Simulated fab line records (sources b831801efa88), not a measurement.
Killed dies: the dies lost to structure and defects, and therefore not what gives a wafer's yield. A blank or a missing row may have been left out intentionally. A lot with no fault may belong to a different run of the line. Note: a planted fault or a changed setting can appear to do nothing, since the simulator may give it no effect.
What tool caused it? :: flow gf180mcu :: 7 lots, 21 wafers sampled, at 2 steps of a route of 602

== WHAT THE GAUGES SHOWED, per wafer ==
GF_VT_IMPLANT_TW_MEAS_32.
lot: L707
measured: day 7 13:11
on: film-metro-04
VT_IMPLANT_3_TW: 272.0 272.5 271.7

lot: L708
measured: day 8 01:56
on: film-metro-04
VT_IMPLANT_3_TW: 30.2 30.2 30.3

lot: L711
measured: day 8 10:54
on: film-metro-03
VT_IMPLANT_3_TW: 29.8 30.0 30.1

lot: L721
measured: day 11 00:51
on: film-metro-04
VT_IMPLANT_3_TW: 272.9 271.5 272.0

lot: L724
measured: day 11 23:21
on: film-metro-03
VT_IMPLANT_3_TW: 266.4 266.2 265.8

lot: L726
measured: day 12 15:10
on: film-metro-02
VT_IMPLANT_3_TW: 267.9 267.5 267.6

lot: L728
measured: day 13 04:49
on: film-metro-03
VT_IMPLANT_3_TW: 266.9 266.1 266.6

== EACH LOT AND THE TOOL THAT RAN IT (in order: tool; ch and the chambers of the sampled wafers; start) ==
lot: L707
GF_VT_IMPLANT_IMPLANT_30: implanter-04 ch 0, day 7 12:56

lot: L708
GF_VT_IMPLANT_IMPLANT_30: implanter-03, day 8 01:41

lot: L711
GF_VT_IMPLANT_IMPLANT_30: implanter-04, day 8 10:39

lot: L721
GF_VT_IMPLANT_IMPLANT_30: implanter-03 ch 0, day 11 00:36

lot: L724
GF_VT_IMPLANT_IMPLANT_30: implanter-03 ch 0, day 11 23:07

lot: L726
GF_VT_IMPLANT_IMPLANT_30: implanter-03 ch 0, day 12 14:55

lot: L728
GF_VT_IMPLANT_IMPLANT_30: implanter-02 ch 0, day 13 04:35
- GF_VT_IMPLANT_IMPLANT_30

== THE ANSWER, worked out from the rows above alone ==
Rule: the usual values come from the lots themselves. Put in order of their means at a reading, lots are off if they are a third of the lots or fewer, leave a main group of 4 or more, and stand apart from it by a gap of 3 or more times the standard deviation of the main group's means; of several such gaps the widest counts. Not used: any main group whose means are identical at the precision the tables above print for the reading. A lot without any number at a reading at which 4 lots or more have one is off too. The other lots that the step has rows for count as sound.
Off: at GF_VT_IMPLANT_TW_MEAS_32 (VT_IMPLANT_3_TW), L708, L711. The main group: mean 268.9, standard deviation 2.7.
A tool fits if, at a process step before that reading, it ran every lot that is off, and no sound lot after the first of them. Gauges at GF_VT_IMPLANT_TW_MEAS_32: tried the same way as those tools. Of those tried, none fits.

== WHAT WAS PUT IN BY THE SIMULATOR ==
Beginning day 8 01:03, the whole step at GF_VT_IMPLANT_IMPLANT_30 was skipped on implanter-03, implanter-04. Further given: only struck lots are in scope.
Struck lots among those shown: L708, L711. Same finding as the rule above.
